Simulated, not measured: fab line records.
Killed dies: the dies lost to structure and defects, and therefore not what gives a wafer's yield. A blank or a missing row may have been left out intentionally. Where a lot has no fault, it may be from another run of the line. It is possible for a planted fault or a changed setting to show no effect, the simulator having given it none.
Code-filled problem report in 8D (eight disciplines) form / flow sky130 / the parts of the form that need people (team, actions taken, sign-off) are left out

## 1. THE ISSUE
METAL5_ALCU_RS at SKY_METAL5_RS_MEAS_05 reads a mean of 0.0289 ohm/sq on 2 wafers of 2 lots; wafers without a fault read 0.0271 ohm/sq with a standard deviation of 0.00031. Measured from the usual mean, that is +5.8 standard deviations.
The step: measures by four-point-probe.
Seen first at day 46 23:58 on film metro-03, wafer L637.5. Wafers with a number at this step in the record: 30, from 10 lots. The rule behind "out" and "out of limits": a value lying over 4 standard deviations away from the usual mean. All remaining wafers that have a number are taken as sound.

## 2. WHAT IT IS, WHAT IT ISN'T
question=which readings at this step | is=METAL5_ALCU_RS | is not=-
question=which lots | is=L637, L640 | is not=L626, L627, L631, L632, L633, L635, L644, L645
question=which wafers of those lots | is=L637.5, L640.2 | is not=L637.1, L637.3, L640.1, L640.5
question=read on which gauges | is=film metro-02, film metro-03 | is not=film metro-04
question=when | is=from day 46 23:58 | is not=up to then (20 sound wafers); but 8 sound wafers of L640, L644, L645 came after

## 3. THE SUSPECTS, EACH WITH WHAT RULES IT OUT
Counting: if a tool at a process step up to the reading ran every lot that is out, it stays a suspect. Sound lots after the first of them don't rule it out here, since some wafers of a struck lot are sound.
- the gauge at SKY_METAL5_RS_MEAS_05: ruled out. Those wafers that are out were read across 2 gauges (film metro-02, film metro-03).
- pvd sputter-02 at SKY_VIA3_SPUTTER_20 (material TiN, target thk 20 nm, time 80 s): kept. It ran every lot that is out, first L637 (day 44 03:34); its last sound lot up to then is L631 (day 42 11:44).
- pvd sputter-01 at SKY_METAL4_SPUTTER_00 (material Ti, target thk 15 nm, time 10 s): kept. It ran every lot that is out, first L637 (day 44 04:14); its last sound lot up to then is L635 (day 43 16:17).
- pvd sputter-03 at SKY_METAL5_SPUTTER_02 (material AlCu, target thk 1150 nm, time 61.2 s): kept. It ran every lot that is out, first L637 (day 46 23:51); its last sound lot up to then is L635 (day 46 14:43).
Still standing after the count: pvd sputter-02 at SKY_VIA3_SPUTTER_20, pvd sputter-01 at SKY_METAL4_SPUTTER_00, pvd sputter-03 at SKY_METAL5_SPUTTER_02.

## 4. THE CAUSE (what the simulator had put in)
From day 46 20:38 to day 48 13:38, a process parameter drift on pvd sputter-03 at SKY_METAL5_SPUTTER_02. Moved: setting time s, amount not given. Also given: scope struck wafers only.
After counting, 3 suspects remain, this tool included.

## 5. SEQUENCE OF EFFECTS, ordered by route
Each row: a reading where the mean over the struck wafers with a number is more than 3 standard deviations away from the usual. Only readings whose record carries a usual standard deviation are examined. hours: median over the lots of the time between each lot's start at the first step of this table that gives one and its start at this step. sigmas: the change, counted in usual standard deviations.
hours=0; step=SKY_METAL5_RS_MEAS_05; reading=METAL5_ALCU_RS; usual=0.0271 ohm/sq; on struck wafers=0.0289; change=+0.0018; sigmas=+5.8
hours=0; step=SKY_METAL5_THK_MEAS_06; reading=METAL5_ALCU_THK; usual=1145 nm; on struck wafers=1072; change=-72; sigmas=-4.8
hours=20; step=SKY_METAL5_METAL_ETCH_15; reading=oes product au; usual=0.896 a.u.; on struck wafers=0.879; change=-0.017; sigmas=-3.3
The process steps in it:
- SKY_METAL5_METAL_ETCH_15: etches the open film in Cl2/BCl3, stops on SiO2, target depth 1260 nm, time 252 s.

## 6. HOW IT WOULD HAVE BEEN CAUGHT EARLIER
The first out-of-limits reading at a measuring or inspecting step in this record came at day 46 23:58, 3 hours after the fault's start at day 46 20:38.
Tool readings at SKY_METAL5_SPUTTER_02 with a usual standard deviation given in the record: none out on any struck wafer, hence no alarm at a limit of 4 standard deviations on them.
Among the 2 lots that are out, L640 began SKY_METAL5_SPUTTER_02 on pvd sputter-03 after day 46 23:58. A hold on the tool at that time would have spared it.
